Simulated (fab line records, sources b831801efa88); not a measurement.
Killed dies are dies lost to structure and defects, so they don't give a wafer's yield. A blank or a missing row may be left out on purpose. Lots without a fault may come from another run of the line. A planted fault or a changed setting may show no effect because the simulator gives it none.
fab line records | flow gf180mcu | part 2 of 2: steps 29 to 40 of 40
record lots=5 wafers=15 last_day=34
route steps=602 shown HV_LDD@209 NSD@235 PSD@248
lots that met no fault: from a run of the same line without faults
start_h: hours from the record's first day to the start of the lot's first wafer shown | wait_h: hours since the lot's step before | " the same as in the row above | L1.1+2: a row that stands for several wafers | - no value, or no start given | * or withheld: withheld | < > ~ a bound
route shown NAME@n: a module of which the file shows steps, and the number in the route of the first | usual: mean/standard deviation of fault-free wafers | same: alike in all rows | chamber/n: place in a boat | sites: the reading at each site | _std_site: their standard deviation | _edge_site: outer sites' mean less inner sites' | radius_mm: how far each site lies from the wafer's centre | mask NAME#n: copy n | behind: the tool/chamber that last shaped the wafer | hold: why the lot was held/for how many hours/how that ended | device: the transistor (n, p or np) that didn't switch | end of line: the same wafers' tests at the end of the route | a step without rows: its recipe alone | killed: dies lost to structure and defects at the first sort, not the wafer's yield | map: a wafer's dies, x killed, . not, _ none there
set.NAME: the setting as run; set.NAME@STEP: as run at that earlier step | model.NAME: the simulator's own value behind a step, which no gauge read
lots at some steps of the route; a table a step, a row a wafer
services: from which hour (start_h, from the record's first day; less than 0 if before it) a tool's chamber was out of use, for how many hours, and why
## steps
# step GF_NSD_COAT_02
# recipe resist=NOVOLAK spin_rpm=3000 resist_thk_nm=1000
# columns lot.wafer tool chamber start_h wait_h
L082.2+4+5 litho_track-03 0 351.39 0.1
L083.2+4+5 litho_track-04 0 356.23 0.1
L086.4+5+6 litho_track-02 0 385.37 0.1
L090.1+2+4 litho_track-03 0 424.41 0.1
L097.1+2+3 litho_track-04 0 476.40 0.1
# step GF_NSD_SOFTBAKE_03
# recipe temp_c=90 time_s=60 resist=NOVOLAK
# columns lot.wafer tool chamber start_h wait_h
L082.2+4+5 litho_track-03 0 351.54 0.1
L083.2+4+5 litho_track-04 0 356.38 0.1
L086.4+5+6 litho_track-02 0 385.52 0.1
L090.1+2+4 litho_track-03 0 424.56 0.1
L097.1+2+3 litho_track-04 0 476.55 0.1
# step GF_NSD_EXPOSE_04
# recipe mask_id=Nplus target_cd_nm=400 na=0.6 source_shape=conventional sigma_outer=0.6 dose_mj=140
# same na=0.6
# columns lot.wafer tool chamber start_h wait_h mask
L082.2+4+5 iline_stepper-02 0 - - Nplus#0
L083.2+4+5 iline_stepper-01 0 - - Nplus#0
L086.4+5+6 iline_stepper-02 0 - - Nplus#0
L090.1+2+4 iline_stepper-01 0 - - Nplus#0
L097.1+2+3 iline_stepper-01 0 - - Nplus#0
# step GF_NSD_PEB_05
# recipe temp_c=withheld time_s=* resist=NOVOLAK
# columns lot.wafer tool chamber start_h wait_h
L082.2+4+5 litho_track-03 0 - -
L083.2+4+5 litho_track-04 0 - -
L086.4+5+6 litho_track-04 0 - -
L090.1+2+4 litho_track-04 0 - -
L097.1+2+3 litho_track-02 0 - -
# step GF_NSD_DEVELOP_06
# recipe develop_time_s=60 dev_temp_c=23
# columns lot.wafer tool chamber start_h wait_h
L082.2+4+5 litho_track-03 0 362.39 0.1
L083.2+4+5 litho_track-04 0 367.28 0.1
L086.4+5+6 litho_track-04 0 396.58 0.1
L090.1+2+4 litho_track-04 0 436.30 0.1
L097.1+2+3 litho_track-02 0 486.95 0.1
# step GF_NSD_CD_MEAS_07
# recipe target_cd_nm=400
# usual cd_nm=400.4/2.5
# columns lot.wafer tool chamber start_h wait_h cd_nm
L082.2 cd_sem-02 - 362.53 0.1 399.7
L082.4 " - " " 399.8
L082.5 " - " " 402.5
L083.2 cd_sem-02 - 367.42 0.1 404.4
L083.4 " - " " 402.2
L083.5 " - " " 402.8
L086.4 cd_sem-02 - 396.71 0.1 402.1
L086.5 " - " " 403.2
L086.6 " - " " 403.5
L090.1 cd_sem-01 - 436.45 0.1 398.4
L090.2 " - " " 400.3
L090.4 " - " " 400.3
L097.1 cd_sem-01 - 487.14 0.2 403.6
L097.2 " - " " 405.0
L097.3 " - " " 403.3
# step GF_NSD_OVL_MEAS_08
# usual NSD_OVL=0.8/1.3
# columns lot.wafer tool chamber start_h wait_h NSD_OVL[nm]
L082.2 overlay-01 - 362.67 0.1 -1.0
L082.4 " - " " -1.4
L082.5 " - " " -0.6
L083.2 overlay-01 - 367.53 0.1 1.4
L083.4 " - " " 1.7
L083.5 " - " " 1.2
L086.4 overlay-02 - 396.79 0.1 -1.0
L086.5 " - " " -1.4
L086.6 " - " " -1.0
L090.1 overlay-01 - 436.57 0.1 0.2
L090.2 " - " " 0.7
L090.4 " - " " 0.6
L097.1 overlay-02 - 487.26 0.1 -0.8
L097.2 " - " " -0.4
L097.3 " - " " -0.8
# step GF_NSD_IMPLANT_09
# recipe species=As energy_kev=60 dose_cm2=4e+15 tilt_deg=7
# usual beam_on_s=18.3/1
# same implant_ion_amu=75
# columns lot.wafer tool chamber start_h wait_h beam_on_s
L082.2 implanter-02 0 362.72 0.0 18.1
L082.4 " 0 " " 16.9
L082.5 " 0 " " 17.4
L083.2 implanter-02 0 367.58 0.0 17.0
L083.4 " 0 " " 17.3
L083.5 " 0 " " 17.2
L086.4 implanter-02 0 396.88 0.1 16.9
L086.5 " 0 " " 17.4
L086.6 " 0 " " 16.7
L090.1 implanter-03 0 436.61 0.0 18.5
L090.2 " 0 " " 18.0
L090.4 " 0 " " 18.7
L097.1 implanter-01 0 487.30 0.0 19.5
L097.2 " 0 " " 19.9
L097.3 " 0 " " 20.2
# step GF_NSD_IMPLANT_10
# recipe species=P energy_kev=40 dose_cm2=5e+14 tilt_deg=7
# usual beam_on_s=10.00/0.21
# same implant_ion_amu=31
# columns lot.wafer tool chamber start_h wait_h beam_on_s
L082.2 implanter-02 0 362.87 0.1 9.73
L082.4 " 0 " " 10.09
L082.5 " 0 " " 10.11
L083.2 implanter-02 0 367.73 0.1 10.15
L083.4 " 0 " " 9.81
L083.5 " 0 " " 10.35
L086.4 implanter-02 0 397.03 0.1 10.02
L086.5 " 0 " " 9.74
L086.6 " 0 " " 10.13
L090.1 implanter-03 0 436.76 0.1 9.75
L090.2 " 0 " " 10.04
L090.4 " 0 " " 9.83
L097.1 implanter-01 0 487.45 0.1 9.96
L097.2 " 0 " " 9.64
L097.3 " 0 " " 9.67
# step GF_NSD_STRIP_11
# recipe chemistry=O2/N2 power_w=1400 pressure_mtorr=1500 platen_temp_c=250 o2_flow_sccm=3000 n2_flow_sccm=300 overash_fraction=0.5
# usual chamber_pressure_mTorr=1500.0/1.4 drypump_motor_current_A=5.7/0.38 heater_power_w=336/24 oes_product_au=0.487/0.0045 strip_time_to_endpoint_s=22.96/0.033
# columns lot.wafer tool chamber start_h wait_h chamber_pressure_mTorr drypump_motor_current_A heater_power_w oes_product_au rf_hours_counter_h strip_time_to_endpoint_s
L082.2 plasma_asher-02 0 363.00 0.1 1502.4 6.2 309 0.485 77 23.00
L082.4 " 0 " " 1499.1 6.2 308 0.494 - 22.99
L082.5 " 0 " " 1499.7 6.2 303 0.490 - 22.98
L083.2 plasma_asher-03 1 367.86 0.1 1501.3 5.2 365 0.489 54 22.96
L083.4 " 0 " " 1500.5 5.9 365 0.492 - 22.99
L083.5 " 0 " " 1498.9 5.9 359 0.494 - 22.98
L086.4 plasma_asher-03 1 397.14 0.1 1502.0 5.2 359 0.477 - 22.95
L086.5 " 1 " " 1498.1 5.3 359 0.490 - 23.02
L086.6 " 0 " " 1501.0 5.9 359 0.484 - 22.93
L090.1 plasma_asher-03 1 436.91 0.1 1498.6 5.2 364 0.490 62 22.91
L090.2 " 0 " " 1499.1 5.9 357 0.479 62 22.92
L090.4 " 0 " " 1498.7 5.9 366 0.487 - 22.91
L097.1 plasma_asher-02 0 487.60 0.1 1498.8 6.2 300 0.482 6 22.95
L097.2 " 1 " " 1499.0 5.4 337 0.483 6 22.95
L097.3 " 1 " " 1501.0 5.4 328 0.483 - 22.93
# step GF_NSD_TW_MEAS_12
# usual NSD_TW=4260/43
# columns lot.wafer tool chamber start_h wait_h NSD_TW
L082.2 film_metro-04 - 363.11 0.1 4309
L082.4 " - " " 4316
L082.5 " - " " 4314
L083.2 film_metro-04 - 367.97 0.1 4313
L083.4 " - " " 4328
L083.5 " - " " 4304
L086.4 film_metro-01 - 397.24 0.1 4236
L086.5 " - " " 4233
L086.6 " - " " 4239
L090.1 film_metro-04 - 437.01 0.1 4323
L090.2 " - " " 4313
L090.4 " - " " 4317
L097.1 film_metro-02 - 487.70 0.1 4209
L097.2 " - " " 4220
L097.3 " - " " 4224
# step GF_PSD_DEHYDRATE_00
# recipe temp_c=200 time_s=60
# columns lot.wafer tool chamber start_h wait_h
L082.2+4+5 litho_track-03 0 374.04 10.9
L083.2+4+5 litho_track-01 0 378.45 10.5
L086.4+5+6 litho_track-01 0 408.75 11.5
L090.1+2+4 litho_track-01 0 448.07 11.1
L097.1+2+3 litho_track-02 0 499.90 12.2
## services
# columns tool chamber start_h hours kind
plasma_asher-04 - 292.79 14.9 repair
implanter-03 - 296.40 2.9 repair
iline_stepper-02 - 302.56 1.7 pm
implanter-02 - 309.22 4.1 pm
implanter-03 - 309.98 2.2 repair
implanter-03 - 353.01 2.6 repair
implanter-01 - 355.82 1.2 repair
rie_diel-02 - 357.72 0.5 repair
iline_stepper-01 - 359.32 4.4 pm
implanter-04 - 366.75 4.0 repair
implanter-02 - 368.81 2.9 pm
wet_bench-03 - 369.91 4.2 repair
plasma_asher-02 - 374.66 0.7 repair
implanter-02 - 375.38 7.0 pm
lpcvd-01 - 397.27 2.8 pm
implanter-01 - 398.49 2.1 pm
lpcvd-02 - 406.22 2.2 repair
implanter-03 - 411.31 1.8 repair
implanter-03 - 419.26 3.2 pm
plasma_asher-02 - 421.25 9.0 pm
implanter-02 - 427.49 3.2 repair
implanter-01 - 444.26 6.0 pm
plasma_asher-04 - 451.39 2.8 pm
iline_stepper-01 - 496.02 1.7 pm
